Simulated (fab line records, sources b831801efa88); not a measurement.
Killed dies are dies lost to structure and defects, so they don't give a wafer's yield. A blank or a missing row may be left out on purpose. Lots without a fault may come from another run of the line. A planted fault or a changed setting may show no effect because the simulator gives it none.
fab line records | flow sky130
record lots=24 wafers=72 last_day=50
route steps=708 shown VIA1@471 METAL2@503 CAPM@539 VIA3@596 METAL5@661
lots that met no fault: from a run of the same line without faults
start_h: hours from the record's first day to the start of the lot's first wafer shown | wait_h: hours since the lot's step before | " the same as in the row above | L1.1+2: a row that stands for several wafers | - no value, or no start given | * or withheld: withheld | < > ~ a bound
route shown NAME@n: a module of which the file shows steps, and the number in the route of the first | usual: mean/standard deviation of fault-free wafers | same: alike in all rows | chamber/n: place in a boat | sites: the reading at each site | _std_site: their standard deviation | _edge_site: outer sites' mean less inner sites' | radius_mm: how far each site lies from the wafer's centre | mask NAME#n: copy n | behind: the tool/chamber that last shaped the wafer | hold: why the lot was held/for how many hours/how that ended | device: the transistor (n, p or np) that didn't switch | end of line: the same wafers' tests at the end of the route | a step without rows: its recipe alone | killed: dies lost to structure and defects at the first sort, not the wafer's yield | map: a wafer's dies, x killed, . not, _ none there
set.NAME: the setting as run; set.NAME@STEP: as run at that earlier step | model.NAME: the simulator's own value behind a step, which no gauge read
steps of the route over a sample of lots; a table a step, a row a wafer
services: from which hour (start_h, from the record's first day; less than 0 if before it) a tool's chamber was out of use, for how many hours, and why
## steps
# step SKY_VIA1_OVL_MEAS_13
# usual VIA1_OVL=3/4.9
# columns lot.wafer tool chamber start_h wait_h VIA1_OVL[nm]
L074.2 overlay-01 - 788.57 0.1 -5
L074.4 " - " " 3
L074.5 " - " " 5
L075.1 overlay-01 - 798.06 0.1 1
L075.2 " - " " 1
L075.4 " - " " 2
L076.1 overlay-01 - 800.66 0.1 -1
L076.3 " - " " 5
L076.6 " - " " 7
L077.1 overlay-01 - 812.41 0.1 8
L077.5 " - " " -1
L077.6 " - " " 2
L078.1 overlay-01 - 819.56 0.1 1
L078.3 " - " " 3
L078.6 " - " " 9
L079.3 overlay-01 - 821.77 0.1 6
L079.4 " - " " -2
L079.6 " - " " 3
L080.1 overlay-02 - 832.86 0.1 6
L080.3 " - " " 4
L080.4 " - " " 2
L081.2 overlay-02 - 847.22 0.1 1
L081.4 " - " " -4
L081.6 " - " " -9
L082.3 overlay-02 - 851.67 0.1 -9
L082.4 " - " " 1
L082.6 " - " " 5
L083.4 overlay-01 - 867.33 0.1 -4
L083.5 " - " " 5
L083.6 " - " " -3
L084.1 overlay-02 - 875.98 0.1 8
L084.3 " - " " 0
L084.6 " - " " 4
L086.1 overlay-01 - 881.06 0.1 3
L086.2 " - " " 5
L086.4 " - " " 7
L085.1 overlay-02 - 882.51 0.1 8
L085.3 " - " " 8
L085.6 " - " " -2
L087.1 overlay-01 - 889.61 0.1 12
L087.2 " - " " 13
L087.3 " - " " 14
L088.3 overlay-02 - 894.07 0.1 -1
L088.4 " - " " 6
L088.5 " - " " -2
L089.1 overlay-02 - 909.86 0.1 2
L089.3 " - " " 1
L089.5 " - " " 0
L090.1 overlay-01 - 915.61 0.1 5
L090.3 " - " " 11
L090.6 " - " " 1
L091.3 overlay-01 - 923.87 0.1 1
L091.5 " - " " 3
L091.6 " - " " 2
L092.1 overlay-02 - 927.06 0.1 -2
L092.2 " - " " 3
L092.5 " - " " -5
L093.2 overlay-02 - 932.36 0.1 7
L093.5 " - " " 1
L093.6 " - " " 9
L094.1 overlay-01 - 935.26 0.1 6
L094.4 " - " " 9
L094.6 " - " " 7
L095.2 overlay-02 - 944.37 0.1 -5
L095.3 " - " " 5
L095.6 " - " " 0
L096.2 overlay-02 - 950.08 0.1 1
L096.3 " - " " 5
L096.6 " - " " 1
L097.1 overlay-01 - 959.76 0.1 1
L097.4 " - " " 0
L097.6 " - " " 12
# step SKY_VIA1_CVD_21
# recipe material=W target_thk_nm=270 time_s=80.902 temp_c=400 pressure_torr=40
# usual chamber_pressure_Torr=39.99/0.086 heater_power_outer_w=485/22 heater_power_w=799/39
# columns lot.wafer tool chamber start_h wait_h chamber_pressure_Torr heater_power_outer_w heater_power_w
L074.2 cvd_w-01 1 789.34 0.0 40.05 483 727
L074.4 " 1 " " 39.95 492 723
L074.5 " 1 " " 39.97 499 710
L075.1 cvd_w-02 0 798.85 0.0 39.91 499 818
L075.2 " 1 " " 40.06 481 822
L075.4 " 1 " " 40.04 489 808
L076.1 cvd_w-01 0 801.44 0.0 40.00 454 831
L076.3 " 1 " " 39.98 494 728
L076.6 " 1 " " 39.94 494 753
L077.1 cvd_w-01 1 813.19 0.0 39.99 511 737
L077.5 " 0 " " 39.92 457 820
L077.6 " 1 " " 40.03 502 731
L078.1 cvd_w-02 1 820.37 0.0 39.94 493 817
L078.3 " 1 " " 40.11 500 820
L078.6 " 1 " " 40.00 481 826
L079.3 cvd_w-01 0 822.60 0.1 39.93 450 820
L079.4 " 1 " " 40.02 498 729
L079.6 " 1 " " 39.94 505 726
L080.1 cvd_w-01 1 833.63 0.0 39.85 493 742
L080.3 " 0 " " 39.89 453 832
L080.4 " 1 " " 40.12 483 710
L081.2 cvd_w-02 1 848.05 0.0 40.12 491 831
L081.4 " 1 " " 40.07 475 819
L081.6 " 0 " " 40.02 507 835
L082.3 cvd_w-01 0 852.51 0.1 40.08 454 822
L082.4 " 1 " " 40.06 486 729
L082.6 " 1 " " 40.06 480 732
L083.4 cvd_w-02 1 868.16 0.1 40.19 478 823
L083.5 " 0 " " 39.98 515 808
L083.6 " 1 " " 40.01 499 824
L084.1 cvd_w-01 1 876.83 0.0 39.97 487 726
L084.3 " 1 " " 40.00 495 734
L084.6 " 0 " " 39.97 454 803
L086.1 cvd_w-01 1 881.85 0.0 40.06 489 751
L086.2 " 0 " " 39.80 454 846
L086.4 " 0 " " 39.94 456 828
L085.1 cvd_w-01 1 883.29 0.0 39.97 499 738
L085.3 " 1 " " 39.91 492 727
L085.6 " 0 " " 40.09 444 821
L087.1 cvd_w-02 0 890.39 0.0 40.06 508 810
L087.2 " 1 " " 39.83 481 798
L087.3 " 1 " " 40.04 497 842
L088.3 cvd_w-02 1 894.94 0.1 39.89 487 817
L088.4 " 0 " " 40.09 501 820
L088.5 " 0 " " 40.04 504 798
L089.1 cvd_w-02 0 910.70 0.0 39.90 517 821
L089.3 " 0 " " 39.88 513 802
L089.5 " 1 " " 40.01 488 826
L090.1 cvd_w-02 1 916.73 0.0 39.99 487 821
L090.3 " 0 " " 39.96 494 821
L090.6 " 0 " " 40.15 504 808
L091.3 cvd_w-02 0 924.67 0.1 40.04 509 802
L091.5 " 1 " " 40.05 498 811
L091.6 " 0 " " 40.07 504 796
L092.1 cvd_w-02 0 927.84 0.0 39.90 512 795
L092.2 " 1 " " 39.95 485 806
L092.5 " 1 " " 39.96 495 839
L093.2 cvd_w-02 1 933.14 0.0 40.11 498 815
L093.5 " 1 " " 39.98 484 809
L093.6 " 0 " " 39.98 506 808
L094.1 cvd_w-02 0 936.04 0.0 39.88 499 814
L094.4 " 0 " " 39.90 512 802
L094.6 " 1 " " 39.94 489 834
L095.2 cvd_w-02 0 945.14 0.0 39.97 517 799
L095.3 " 1 " " 39.94 481 823
L095.6 " 0 " " 39.91 506 805
L096.2 cvd_w-01 1 950.86 0.0 40.08 489 739
L096.3 " 1 " " 40.28 495 739
L096.6 " 0 " " 40.06 426 799
L097.1 cvd_w-01 0 960.54 0.0 40.02 423 796
L097.4 " 1 " " 40.08 493 731
L097.6 " 1 " " 39.98 490 737
# step SKY_METAL2_STRIP_20
# recipe chemistry=O2/N2 power_w=1400 pressure_mtorr=1500 platen_temp_c=withheld o2_flow_sccm=3000 n2_flow_sccm=300 overash_fraction=0.5
# usual drypump_motor_current_A=5.4/0.45 oes_product_au=0.342/0.0046 strip_time_to_endpoint_s=2.69/0.044
# columns lot.wafer tool chamber start_h wait_h drypump_motor_current_A oes_product_au rf_hours_counter_h strip_time_to_endpoint_s
L074.2 plasma_asher-02 1 816.18 0.1 5.0 0.341 37 2.71
L074.4 " 0 " " 5.1 0.338 - 2.65
L074.5 " 1 " " 5.0 0.347 - 2.68
L075.1 plasma_asher-02 1 825.68 0.1 5.0 0.348 38 2.72
L075.2 " 0 " " 5.1 0.339 38 2.65
L075.4 " 0 " " 5.1 0.344 - 2.74
L076.1 plasma_asher-02 0 828.61 0.1 5.1 0.335 38 2.67
L076.3 " 1 " " 5.0 0.341 - 2.66
L076.6 " 0 " " 5.1 0.337 - 2.66
L077.1 plasma_asher-02 1 840.23 0.1 5.0 0.340 39 2.72
L077.5 " 1 " " 5.0 0.342 - 2.66
L077.6 " 0 " " 5.1 0.337 - 2.69
L078.1 plasma_asher-04 0 847.48 0.1 5.6 0.341 74 2.73
L078.3 " 1 " " 5.5 0.338 - 2.73
L078.6 " 1 " " 5.5 0.345 - 2.71
L079.3 plasma_asher-02 0 849.46 0.1 5.1 0.354 - 2.75
L079.4 " 1 " " 5.0 0.346 - 2.63
L079.6 " 0 " " 5.1 0.354 - 2.72
L080.1 plasma_asher-02 0 860.43 0.1 5.1 0.344 41 2.72
L080.3 " 1 " " 5.0 0.344 - 2.68
L080.4 " 0 " " 5.1 0.340 - 2.73
L081.2 plasma_asher-02 0 874.88 0.1 5.1 0.338 43 2.71
L081.4 " 1 " " 5.0 0.349 - 2.75
L081.6 " 0 " " 5.1 0.343 - 2.72
L082.3 plasma_asher-04 1 879.41 0.1 5.5 0.341 - 2.77
L082.4 " 0 " " 5.5 0.340 - 2.72
L082.6 " 1 " " 5.6 0.338 - 2.72
L083.4 plasma_asher-02 0 895.20 0.1 5.1 0.346 - 2.75
L083.5 " 0 " " 5.1 0.340 - 2.77
L083.6 " 1 " " 5.0 0.340 - 2.63
L084.1 plasma_asher-02 1 903.51 0.1 5.0 0.347 46 2.71
L084.3 " 1 " " 5.0 0.344 - 2.67
L084.6 " 1 " " 5.0 0.346 - 2.71
L086.1 plasma_asher-02 1 908.76 0.1 5.0 0.334 46 2.64
L086.2 " 0 " " 5.1 0.341 46 2.63
L086.4 " 1 " " 5.0 0.343 - 2.63
L085.1 plasma_asher-04 0 909.48 0.1 5.6 0.348 81 2.75
L085.3 " 0 " " 5.6 0.350 - 2.72
L085.6 " 0 " " 5.6 0.347 - 2.74
L087.1 plasma_asher-03 1 916.38 0.1 6.3 0.342 105 2.65
L087.2 " 0 " " 5.5 0.344 105 2.66
L087.3 " 0 " " 5.6 0.340 - 2.64
L088.3 plasma_asher-02 1 921.45 0.1 5.0 0.342 - 2.69
L088.4 " 0 " " 5.1 0.333 - 2.68
L088.5 " 1 " " 5.0 0.337 - 2.65
L089.1 plasma_asher-03 0 935.78 0.1 5.5 0.344 107 2.72
L089.3 " 1 " " 6.3 0.345 - 2.69
L089.5 " 0 " " 5.5 0.340 - 2.73
L090.1 plasma_asher-04 1 942.08 0.1 5.5 0.345 84 2.66
L090.3 " 0 " " 5.5 0.348 - 2.60
L090.6 " 0 " " 5.5 0.342 - 2.70
L091.3 plasma_asher-03 1 948.67 0.1 6.4 0.346 - 2.68
L091.5 " 1 " " 6.4 0.336 - 2.66
L091.6 " 0 " " 5.5 0.343 - 2.63
L092.1 plasma_asher-04 1 952.88 0.1 5.5 0.347 85 2.71
L092.2 " 0 " " 5.5 0.349 85 2.73
L092.5 " 1 " " 5.5 0.346 - 2.74
L093.2 plasma_asher-03 0 961.93 0.1 5.5 0.339 110 2.67
L093.5 " 0 " " 5.5 0.341 - 2.66
L093.6 " 1 " " 6.4 0.336 - 2.67
L094.1 plasma_asher-03 0 963.58 0.1 5.5 0.338 110 2.67
L094.4 " 1 " " 6.3 0.343 - 2.66
L094.6 " 1 " " 6.4 0.348 - 2.67
L095.2 plasma_asher-02 0 970.91 0.1 5.1 0.342 50 2.69
L095.3 " 1 " " 5.0 0.341 - 2.69
L095.6 " 0 " " 5.1 0.340 - 2.59
L096.2 plasma_asher-03 0 975.71 0.1 5.6 0.336 112 2.71
L096.3 " 1 " " 6.3 0.349 - 2.75
L096.6 " 1 " " 6.3 0.346 - 2.73
L097.1 plasma_asher-03 1 985.91 0.1 6.4 0.346 113 2.71
L097.4 " 0 " " 5.5 0.348 - 2.71
L097.6 " 1 " " 6.4 0.338 - 2.72
# step SKY_CAPM_SPUTTER_02
# recipe material=TiN target_thk_nm=200 temp_c=300 power_w=6500 time_s=166.7 chamber_pressure_pa=0.4
# usual throttle_valve_pct=30.0/1.1
# columns lot.wafer tool chamber start_h wait_h throttle_valve_pct
L074.2 pvd_sputter-02 - 844.49 0.0 29.2
L074.4 " - " " 29.1
L074.5 " - " " 28.5
L075.1 pvd_sputter-02 - 854.79 0.1 28.5
L075.2 " - " " 30.5
L075.4 " - " " 29.2
L076.1 pvd_sputter-02 - 857.48 0.1 30.8
L076.3 " - " " 29.0
L076.6 " - " " 28.4
L077.1 pvd_sputter-04 - 868.94 0.1 30.2
L077.5 " - " " 30.5
L077.6 " - " " 32.3
L078.1 pvd_sputter-01 - 875.87 0.1 30.0
L078.3 " - " " 30.2
L078.6 " - " " 28.9
L079.3 pvd_sputter-04 - 878.71 0.0 32.1
L079.4 " - " " 30.8
L079.6 " - " " 32.2
L080.1 pvd_sputter-04 - 889.74 0.1 30.2
L080.3 " - " " 32.1
L080.4 " - " " 29.0
L081.2 pvd_sputter-02 - 903.26 0.0 28.9
L081.4 " - " " 29.1
L081.6 " - " " 30.7
L082.3 pvd_sputter-04 - 907.73 0.0 32.1
L082.4 " - " " 30.0
L082.6 " - " " 28.7
L083.4 pvd_sputter-02 - 923.97 0.0 29.2
L083.5 " - " " 29.2
L083.6 " - " " 29.2
L084.1 pvd_sputter-04 - 936.50 0.1 30.4
L084.3 " - " " 28.7
L084.6 " - " " 30.6
L086.1 pvd_sputter-02 - 938.60 0.1 28.7
L086.2 " - " " 30.7
L086.4 " - " " 29.0
L085.1 pvd_sputter-04 - 940.10 0.1 32.0
L085.3 " - " " 30.1
L085.6 " - " " 30.5
L087.1 pvd_sputter-04 - 943.72 0.1 28.6
L087.2 " - " " 32.2
L087.3 " - " " 30.0
L088.3 pvd_sputter-04 - 947.10 0.0 30.5
L088.4 " - " " 28.9
L088.5 " - " " 28.7
L089.1 pvd_sputter-04 - 965.90 0.1 30.0
L089.3 " - " " 30.4
L089.5 " - " " 32.0
L090.1 pvd_sputter-04 - 969.19 0.1 28.6
L090.3 " - " " 30.1
L090.6 " - " " 29.7
L091.3 pvd_sputter-04 - 975.36 0.0 28.7
L091.5 " - " " 30.1
L091.6 " - " " 32.0
L092.1 pvd_sputter-02 - 979.92 0.1 28.4
L092.2 " - " " 29.2
L092.5 " - " " 28.2
L093.2 pvd_sputter-01 - 988.73 0.0 29.1
L093.5 " - " " 30.2
L093.6 " - " " 30.2
L094.1 pvd_sputter-01 - 990.01 0.1 30.0
L094.4 " - " " 29.2
L094.6 " - " " 30.0
L095.2 pvd_sputter-02 - 997.39 0.0 29.2
L095.3 " - " " 29.0
L095.6 " - " " 28.3
L096.2 pvd_sputter-01 - 1001.68 0.0 29.2
L096.3 " - " " 30.6
L096.6 " - " " 30.3
L097.1 pvd_sputter-04 - 1012.49 0.1 28.8
L097.4 " - " " 30.5
L097.6 " - " " 32.2
# step SKY_VIA3_THK_MEAS_23
# recipe thk_meas_gauge=xrf reads=W_of_VIA3_CVD_21
# usual VIA3_W_THK=398/8.7
# columns lot.wafer tool chamber start_h wait_h VIA3_W_THK[nm]
L074.2 film_metro-01 - 924.11 0.1 400
L074.4 " - " " 389
L074.5 " - " " 408
L075.1 film_metro-03 - 934.50 0.1 385
L075.2 " - " " 398
L075.4 " - " " 387
L076.1 film_metro-01 - 935.58 0.1 395
L076.3 " - " " 396
L076.6 " - " " 405
L077.1 film_metro-01 - 945.43 0.1 394
L077.5 " - " " 401
L077.6 " - " " 397
L078.1 film_metro-03 - 953.28 0.1 407
L078.3 " - " " 393
L078.6 " - " " 405
L079.3 film_metro-01 - 962.06 0.1 393
L079.4 " - " " 404
L079.6 " - " " 410
L080.1 film_metro-04 - 968.24 0.1 392
L080.3 " - " " 401
L080.4 " - " " 390
L081.2 film_metro-03 - 979.93 0.1 387
L081.4 " - " " 393
L081.6 " - " " 389
L082.3 film_metro-01 - 982.65 0.1 402
L082.4 " - " " 406
L082.6 " - " " 390
L083.4 film_metro-04 - 997.61 0.1 391
L083.5 " - " " 400
L083.6 " - " " 393
L084.1 film_metro-03 - 1010.65 0.1 416
L084.3 " - " " 412
L084.6 " - " " 402
L086.1 film_metro-04 - 1012.71 0.1 387
L086.2 " - " " 407
L086.4 " - " " 392
L085.1 film_metro-03 - 1014.25 0.1 388
L085.3 " - " " 390
L085.6 " - " " 390
L087.1 film_metro-04 - 1017.86 0.1 399
L087.2 " - " " 394
L087.3 " - " " 387
L088.3 film_metro-04 - 1022.22 0.1 390
L088.4 " - " " 400
L088.5 " - " " 404
L089.1 film_metro-01 - 1038.43 0.1 383
L089.3 " - " " 389
L089.5 " - " " 386
L090.1 film_metro-03 - 1043.28 0.1 401
L090.3 " - " " 383
L090.6 " - " " 388
L091.3 film_metro-03 - 1047.65 0.1 407
L091.5 " - " " 398
L091.6 " - " " 408
L092.1 film_metro-01 - 1051.91 0.1 412
L092.2 " - " " 395
L092.5 " - " " 417
L093.2 film_metro-04 - 1060.31 0.1 400
L093.5 " - " " 404
L093.6 " - " " 376
L094.1 film_metro-01 - 1060.42 0.1 411
L094.4 " - " " 393
L094.6 " - " " 395
L095.2 film_metro-03 - 1067.60 0.1 397
L095.3 " - " " 402
L095.6 " - " " 400
L096.2 film_metro-03 - 1070.83 0.1 404
L096.3 " - " " 398
L096.6 " - " " 388
L097.1 film_metro-01 - 1081.14 0.1 416
L097.4 " - " " 405
L097.6 " - " " 394
# step SKY_METAL5_SPUTTER_00
# recipe material=Ti target_thk_nm=15 power_w=3000 time_s=10 chamber_pressure_pa=0.4
# usual throttle_valve_pct=30.2/1.4
# columns lot.wafer tool chamber start_h wait_h throttle_valve_pct
L074.2 pvd_sputter-01 - 997.84 0.2 29.1
L074.4 " - " " 30.4
L074.5 " - " " 30.8
L075.1 pvd_sputter-03 - 1012.55 0.1 31.0
L075.2 " - " " 31.4
L075.4 " - " " 27.2
L076.1 pvd_sputter-04 - 1013.37 0.1 30.4
L076.3 " - " " 32.4
L076.6 " - " " 30.4
L077.1 pvd_sputter-04 - 1021.16 0.1 32.4
L077.5 " - " " 30.4
L077.6 " - " " 32.1
L078.1 pvd_sputter-04 - 1026.58 0.1 30.7
L078.3 " - " " 30.2
L078.6 " - " " 30.7
L079.3 pvd_sputter-01 - 1035.87 0.2 30.2
L079.4 " - " " 30.3
L079.6 " - " " 29.1
L080.1 pvd_sputter-04 - 1042.79 0.1 30.5
L080.3 " - " " 32.1
L080.4 " - " " 30.2
L081.2 pvd_sputter-03 - 1053.06 0.2 31.1
L081.4 " - " " 31.5
L081.6 " - " " 31.5
L082.3 pvd_sputter-04 - 1053.88 0.1 30.3
L082.4 " - " " 32.1
L082.6 " - " " 30.7
L083.4 pvd_sputter-04 - 1069.29 0.1 32.1
L083.5 " - " " 30.4
L083.6 " - " " 31.8
L084.1 pvd_sputter-03 - 1079.02 0.2 27.4
L084.3 " - " " 31.2
L084.6 " - " " 29.2
L086.1 pvd_sputter-01 - 1082.30 0.2 30.5
L086.2 " - " " 30.8
L086.4 " - " " 30.1
L085.1 pvd_sputter-03 - 1084.19 0.1 29.3
L085.3 " - " " 31.1
L085.6 " - " " 30.9
L087.1 pvd_sputter-04 - 1088.40 0.1 29.0
L087.2 " - " " 32.2
L087.3 " - " " 30.0
L088.3 pvd_sputter-03 - 1091.12 0.1 31.1
L088.4 " - " " 29.1
L088.5 " - " " 27.0
L089.1 pvd_sputter-01 - 1106.09 0.2 30.2
L089.3 " - " " 29.0
L089.5 " - " " 29.0
L090.1 pvd_sputter-04 - 1110.78 0.2 32.3
L090.3 " - " " 30.5
L090.6 " - " " 30.4
L091.3 pvd_sputter-03 - 1114.77 0.2 30.7
L091.5 " - " " 31.6
L091.6 " - " " 29.3
L092.1 pvd_sputter-04 - 1117.46 0.1 30.0
L092.2 " - " " 30.3
L092.5 " - " " 32.3
L094.1 pvd_sputter-03 - 1123.98 0.2 29.1
L094.4 " - " " 31.1
L094.6 " - " " 31.0
L093.2 pvd_sputter-04 - 1124.17 0.1 30.2
L093.5 " - " " 30.1
L093.6 " - " " 30.6
L095.2 pvd_sputter-03 - 1135.29 0.2 29.1
L095.3 " - " " 31.8
L095.6 " - " " 31.5
L096.2 pvd_sputter-03 - 1137.48 0.1 31.5
L096.3 " - " " 30.9
L096.6 " - " " 31.6
L097.1 pvd_sputter-03 - 1143.05 0.2 31.2
L097.4 " - " " 27.2
L097.6 " - " " 31.5
## services
# columns tool chamber start_h hours kind
pvd_sputter-02 - 787.29 1.6 repair
pvd_sputter-03 - 804.69 3.0 repair
pvd_sputter-01 - 814.77 6.9 repair
pvd_sputter-03 - 821.93 4.1 repair
pvd_sputter-01 - 829.66 9.3 repair
pvd_sputter-01 - 832.32 0.5 repair
pvd_sputter-01 - 844.80 1.7 repair
cvd_w-01 - 869.33 6.9 pm
cvd_w-02 - 876.23 3.8 pm
cvd_w-01 0 889.53 3.9 repair
cvd_w-01 - 904.00 14.0 pm
pvd_sputter-01 - 906.17 2.1 repair
pvd_sputter-02 - 937.43 0.5 repair
plasma_asher-02 - 940.98 28.1 pm
pvd_sputter-01 - 943.68 4.6 repair
cvd_w-02 - 948.32 28.1 pm
plasma_asher-02 - 975.63 8.1 repair
pvd_sputter-03 - 986.14 23.3 repair
pvd_sputter-04 - 1000.32 8.0 repair
plasma_asher-02 - 1019.92 0.5 repair
pvd_sputter-01 - 1046.73 9.5 repair
cvd_w-01 0 1085.22 17.2 repair
pvd_sputter-02 - 1108.98 0.6 repair
cvd_w-01 - 1112.95 5.2 repair
## key
fault none
